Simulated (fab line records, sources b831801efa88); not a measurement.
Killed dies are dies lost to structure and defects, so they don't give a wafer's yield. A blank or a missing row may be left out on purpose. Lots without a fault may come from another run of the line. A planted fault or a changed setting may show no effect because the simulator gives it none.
Tool commonality check | flow sky130 | 12 lots, 36 wafers sampled

WHY IT WAS OPENED
At SKY_NWELL_TW_MEAS_26 the reading NWELL_2_TW is flagged on 2 of 12 lots. Wafers without a fault read 494, standard deviation 9.5.
Rule: a lot is flagged when every wafer of it that has a number lies more than 4 standard deviations from that mean, or none has a number. The other lots count as sound.

lot  | measured     | on            | NWELL_2_TW, wafer by wafer | flag
L964 | day 5 09:34  | film_metro-01 | 485 486 484                |
L965 | day 5 15:35  | film_metro-02 | 487 487 487                |
L966 | day 5 22:45  | film_metro-04 | 503 504 504                |
L967 | day 6 07:09  | film_metro-02 | 482 481 484                |
L969 | day 6 14:14  | film_metro-01 | 485 486 486                |
L971 | day 7 01:55  | film_metro-01 | 492 492 494                |
L972 | day 7 13:14  | film_metro-04 | 505 504 503                |
L979 | day 9 05:11  | film_metro-02 | 555 554 554                | FLAGGED
L980 | day 9 10:26  | film_metro-04 | 582 579 582                | FLAGGED
L983 | day 10 10:05 | film_metro-02 | 482 483 483                |
L986 | day 10 20:25 | film_metro-01 | 488 488 490                |
L987 | day 11 01:49 | film_metro-04 | 507 505 503                |
The numbers of the flagged lots are 568 on average: +74 against the usual, or +8 standard deviations.

WHICH TOOL RAN EACH LOT
The record holds 1 process step before the reading, out of a route of 708 steps. In each cell: the tool, then ch and the chambers that the sampled wafers went through, then the start.
lot  | flag    | SKY_NWELL_IMPLANT_24
L964 |         | implanter-01 ch 0, day 5 09:19
L965 |         | implanter-04 ch 0, day 5 15:20
L966 |         | implanter-04 ch 0, day 5 22:31
L967 |         | implanter-01 ch 0, day 6 06:55
L969 |         | implanter-04 ch 0, day 6 13:59
L971 |         | implanter-04 ch 0, day 7 01:41
L972 |         | implanter-02 ch 0, day 7 12:59
L979 | FLAGGED | implanter-01 ch 0, day 9 04:56
L980 | FLAGGED | implanter-01 ch 0, day 9 10:11
L983 |         | implanter-02 ch 0, day 10 09:50
L986 |         | implanter-02 ch 0, day 10 20:10
L987 |         | implanter-04 ch 0, day 11 01:35
What these steps do:
- SKY_NWELL_IMPLANT_24
- SKY_NWELL_TW_MEAS_26

FLAGGED OVER TOTAL, TOOL BY TOOL (the gauges that took the reading come last)
step                 | tool          | lots run | flagged | share of the flagged lots | sound lots run after its first flagged lot
SKY_NWELL_IMPLANT_24 | implanter-01  | 4        | 2       | all                       | 0
SKY_NWELL_IMPLANT_24 | implanter-02  | 3        | 0       | none                      | -
SKY_NWELL_IMPLANT_24 | implanter-04  | 5        | 0       | none                      | -
SKY_NWELL_TW_MEAS_26 | film_metro-01 | 4        | 0       | none                      | -
SKY_NWELL_TW_MEAS_26 | film_metro-02 | 4        | 1       | some                      | 1 (L983)
SKY_NWELL_TW_MEAS_26 | film_metro-04 | 4        | 1       | some                      | 1 (L987)

WHAT THE TABLE ALLOWS
1 row of the table ran every flagged lot: implanter-01 at SKY_NWELL_IMPLANT_24.
- implanter-01 at SKY_NWELL_IMPLANT_24: 2 of its 4 lots flagged. Its last sound lot is L967 (day 6 06:55), its first flagged lot L979 (day 9 04:56): a fault that began between those two fits. Its own readings lie more than 4 standard deviations out on every wafer of the flagged lots: dose_ions_cm2, faraday_current_uA.
One tool is left: implanter-01 at SKY_NWELL_IMPLANT_24.

WHAT THE SIMULATOR HAD PUT IN
Process parameter drift: implanter-01, from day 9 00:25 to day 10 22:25, at SKY_NWELL_IMPLANT_24. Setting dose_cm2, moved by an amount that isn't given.
Lots struck among those shown: L979, L980. The rule above found the same.
